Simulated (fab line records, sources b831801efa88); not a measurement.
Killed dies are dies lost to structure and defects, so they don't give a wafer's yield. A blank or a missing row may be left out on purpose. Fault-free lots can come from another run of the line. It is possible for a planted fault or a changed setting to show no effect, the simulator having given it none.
Which of the tools did it? + flow sky130 + 12 lots with 36 wafers sampled at 5 steps, on a route of 708 steps

WHAT EACH GAUGE READ, for each wafer
Not one reading of a measure or inspect step in the record can be checked against a usual standard deviation.

WHICH TOOL RAN EACH LOT (tool, then ch and the chambers of the sampled wafers, then the start)
| lot  | SKY_VIA3_SOFTBAKE_08              | SKY_VIA3_ETCH_15                   | SKY_VIA3_SPUTTER_20          | SKY_VIA3_CVD_21               | SKY_PAD_OPEN_PROBE_99   |
|------|-----------------------------------|------------------------------------|------------------------------|-------------------------------|-------------------------|
| L228 | litho-track-02 ch 0, day 38 22:00 | rie-diel-03 ch 1,3, day 39 10:48   | pvd-sputter-02, day 39 11:27 | cvd-w-01 ch 0,1, day 39 11:31 | -                       |
| L230 | litho-track-01 ch 0, day 39 15:00 | rie-diel-03 ch 0,1, day 40 03:57   | pvd-sputter-01, day 40 04:37 | cvd-w-01 ch 0,1, day 40 04:40 | -                       |
| L231 | litho-track-04 ch 0, day 39 18:00 | rie-diel-04 ch 0,1, day 40 06:54   | pvd-sputter-04, day 40 07:34 | cvd-w-01 ch 0,1, day 40 07:37 | prober-02, day 46 06:49 |
| L234 | litho-track-02 ch 0, day 41 10:00 | rie-diel-01 ch 0,2, day 41 22:42   | pvd-sputter-04, day 41 23:24 | cvd-w-01 ch 0,1, day 41 23:28 | -                       |
| L236 | litho-track-02 ch 0, day 41 14:00 | rie-diel-04 ch 0,1,2, day 42 02:18 | pvd-sputter-04, day 42 03:02 | cvd-w-01 ch 0,1, day 42 03:06 | prober-01, day 47 18:46 |
| L237 | litho-track-02 ch 0, day 41 23:00 | rie-diel-01 ch 0,2, day 42 11:06   | pvd-sputter-02, day 42 11:48 | cvd-w-02 ch 0,1, day 42 11:52 | prober-02, day 48 14:05 |
| L239 | litho-track-01 ch 0, day 43 03:00 | rie-diel-04 ch 0,2,3, day 43 14:39 | pvd-sputter-04, day 43 15:19 | cvd-w-01 ch 0,1, day 43 15:22 | prober-01, day 49 00:28 |
| L240 | litho-track-04 ch 0, day 43 05:00 | rie-diel-01 ch 0,1,3, day 43 17:42 | pvd-sputter-01, day 43 18:28 | cvd-w-02 ch 0,1, day 43 18:32 | prober-02, day 49 03:22 |
| L246 | litho-track-02 ch 0, day 44 21:00 | rie-diel-03 ch 0,2, day 45 08:21   | pvd-sputter-02, day 45 09:02 | cvd-w-02 ch 0,1, day 45 09:08 | prober-01, day 50 09:24 |
| L247 | litho-track-02 ch 0, day 44 23:00 | rie-diel-04 ch 1,2,3, day 45 10:57 | pvd-sputter-01, day 45 11:36 | cvd-w-02 ch 0,1, day 45 11:40 | prober-02, day 50 12:03 |
| L249 | litho-track-01 ch 0, day 45 07:00 | rie-diel-04 ch 1,2,3, day 45 17:48 | pvd-sputter-01, day 45 18:27 | cvd-w-02 ch 0,1, day 45 18:31 | prober-02, day 50 18:37 |
| L251 | litho-track-04 ch 0, day 45 14:00 | rie-diel-04 ch 1,2,3, day 46 00:37 | pvd-sputter-04, day 46 01:16 | cvd-w-01 ch 0,1, day 46 01:20 | -                       |
- SKY_VIA3_SOFTBAKE_08: time 90 s.
- SKY_VIA3_ETCH_15: etches SiO2 in C4F8/O2/Ar, stops on TiN, target depth 507 nm, time 78 s.
- SKY_VIA3_SPUTTER_20: material TiN, target thk 20 nm, time 80 s.
- SKY_VIA3_CVD_21: deposits W, target thk 390 nm, time 117.31 s.
- SKY_PAD_OPEN_PROBE_99

WHAT THE TOOLS THEMSELVES READ (means of the sampled wafers that have a number; where no wafer has one, the mark that the record gives instead)
SKY_VIA3_SOFTBAKE_08.
| lot  | tool           | chill-plate-temp-C (C) | heater-power-total-W (W) | run-length-s (s) |
|------|----------------|------------------------|--------------------------|------------------|
| L228 | litho-track-02 | 23.02                  | 57.43                    | 118.93           |
| L230 | litho-track-01 | 23.03                  | 57.34                    | 119.48           |
| L231 | litho-track-04 | 23.06                  | 57.41                    | 119.15           |
| L234 | litho-track-02 | 22.93                  | 57.39                    | 118.99           |
| L236 | litho-track-02 | 22.96                  | 57.41                    | 119.05           |
| L237 | litho-track-02 | 23.04                  | 57.34                    | 119.06           |
| L239 | litho-track-01 | 22.99                  | 57.41                    | 119.41           |
| L240 | litho-track-04 | 22.99                  | 57.44                    | 119.09           |
| L246 | litho-track-02 | 22.95                  | 58.42                    | 113.96           |
| L247 | litho-track-02 | 23.03                  | 58.41                    | 113.81           |
| L249 | litho-track-01 | 23.05                  | 57.34                    | 119.28           |
| L251 | litho-track-04 | 22.92                  | 57.34                    | 119.05           |

SKY_VIA3_ETCH_15.
| lot  | tool        | oes-product-au (a.u.) |
|------|-------------|-----------------------|
| L228 | rie-diel-03 | 0.949                 |
| L230 | rie-diel-03 | 0.944                 |
| L231 | rie-diel-04 | 0.949                 |
| L234 | rie-diel-01 | 0.949                 |
| L236 | rie-diel-04 | 0.948                 |
| L237 | rie-diel-01 | 0.945                 |
| L239 | rie-diel-04 | 0.947                 |
| L240 | rie-diel-01 | 0.947                 |
| L246 | rie-diel-03 | 0.944                 |
| L247 | rie-diel-04 | 0.946                 |
| L249 | rie-diel-04 | 0.943                 |
| L251 | rie-diel-04 | 0.944                 |

SKY_VIA3_SPUTTER_20.
| lot  | tool           | throttle-valve-pct (%) |
|------|----------------|------------------------|
| L228 | pvd-sputter-02 | 31.1                   |
| L230 | pvd-sputter-01 | 30.4                   |
| L231 | pvd-sputter-04 | 30.9                   |
| L234 | pvd-sputter-04 | 30.0                   |
| L236 | pvd-sputter-04 | 30.1                   |
| L237 | pvd-sputter-02 | 30.8                   |
| L239 | pvd-sputter-04 | 30.6                   |
| L240 | pvd-sputter-01 | 30.6                   |
| L246 | pvd-sputter-02 | 30.0                   |
| L247 | pvd-sputter-01 | 30.8                   |
| L249 | pvd-sputter-01 | 30.0                   |
| L251 | pvd-sputter-04 | 30.1                   |

SKY_VIA3_CVD_21.
| lot  | tool     | heater-power-w (W) |
|------|----------|--------------------|
| L228 | cvd-w-01 | 863                |
| L230 | cvd-w-01 | 783                |
| L231 | cvd-w-01 | 871                |
| L234 | cvd-w-01 | 786                |
| L236 | cvd-w-01 | 792                |
| L237 | cvd-w-02 | 823                |
| L239 | cvd-w-01 | 787                |
| L240 | cvd-w-02 | 784                |
| L246 | cvd-w-02 | 808                |
| L247 | cvd-w-02 | 806                |
| L249 | cvd-w-02 | 805                |
| L251 | cvd-w-01 | 791                |

SKY_PAD_OPEN_PROBE_99.
| lot  | tool      | defect-limited-yield (%) | killed_at_M0_to_M3 | killed_at_M4_up | killed-at-contacts | killed-at-front-end | killed-at-other | killed-dies | killed-open | killed-short | sort_bin_3_pad_short (%) | sort_bin_5_function (%) | sort_bin_6_memory (%) | sort-n-pass | sort-yield-pct (%) |
|------|-----------|--------------------------|--------------------|-----------------|--------------------|---------------------|-----------------|-------------|-------------|--------------|--------------------------|-------------------------|-----------------------|-------------|--------------------|
| L231 | prober-02 | 80.6                     | 49                 | 4.7             | 27                 | 15                  | 0.7             | 96          | 57          | 38           | 0.9                      | 12.1                    | 6.5                   | 396         | 80.6               |
| L236 | prober-01 | 82.0                     | 40                 | 5.0             | 27                 | 16                  | 0.0             | 89          | 55          | 34           | 0.7                      | 10.4                    | 6.8                   | 403         | 82.0               |
| L237 | prober-02 | 80.4                     | 47                 | 3.0             | 27                 | 19                  | 0.3             | 96          | 55          | 41           | 0.9                      | 12.3                    | 6.4                   | 396         | 80.4               |
| L239 | prober-01 | 83.5                     | 40                 | 3.7             | 28                 | 9                   | 0.0             | 81          | 43          | 38           | 0.7                      | 10.2                    | 5.5                   | 411         | 83.5               |
| L240 | prober-02 | 83.5                     | 40                 | 2.7             | 26                 | 13                  | 0.0             | 81          | 46          | 36           | 1.0                      | 10.0                    | 5.5                   | 411         | 83.5               |
| L246 | prober-01 | 82.7                     | 38                 | 3.7             | 27                 | 16                  | 0.3             | 85          | 51          | 34           | 0.7                      | 9.9                     | 6.7                   | 407         | 82.7               |
| L247 | prober-02 | 83.9                     | 41                 | 3.0             | 23                 | 13                  | 0.0             | 79          | 43          | 36           | 1.1                      | 9.7                     | 5.3                   | 413         | 83.9               |
| L249 | prober-02 | 80.2                     | 50                 | 3.3             | 28                 | 16                  | 0.0             | 98          | 61          | 37           | 0.9                      | 11.9                    | 7.0                   | 394         | 80.2               |

THE ANSWER, worked out from the rows above alone
Rule: what is usual is taken from the lots themselves. Put in order of their means at a reading, lots are off if they are a third of the lots or fewer, leave a main group of 4 or more, and stand apart from it by a gap of 3 or more times the standard deviation of the main group's means; of several such gaps the widest counts. Not used: any main group whose means are identical at the precision the tables above print for the reading. A lot without any number at a reading at which 4 lots or more have one is off too. Any other lot the step has rows for is counted as sound. After the gauges, taken in route order, come the tools' own readings; for these a lot's mean is taken, as printed above. At the first step where some lot is off, the reading lying furthest off is the one used; lots without a number count as furthest.
Off: L246, L247, at SKY_VIA3_SOFTBAKE_08 (run-length-s). Main group: mean 119.15 s, sd 0.17.
If a tool, at that step or one of the process steps before it, ran each lot that is off and ran no sound lot following the first of them, it fits. One fits: SKY_VIA3_SOFTBAKE_08 on litho-track-02. Its last sound lot is L237 (day 41 23:00), its first lot that is off L246 (day 44 21:00): a fault that began between those two fits.
The tool's own readings at SKY_VIA3_SOFTBAKE_08 bear it out: on the lots that are off they differ by more than 5 times the standard deviation of the sound lots' means. heater-power-total-W reads 58.41 W there against 57.38 W on the sound lots; run-length-s reads 113.88 s there against 119.15 s on the sound lots.

WHAT THE SIMULATOR HAD PUT IN
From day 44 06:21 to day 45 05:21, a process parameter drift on litho-track-02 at SKY_VIA3_SOFTBAKE_08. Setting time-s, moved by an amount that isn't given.
Lots struck among those shown: L246, L247. The rule given above showed the same thing.
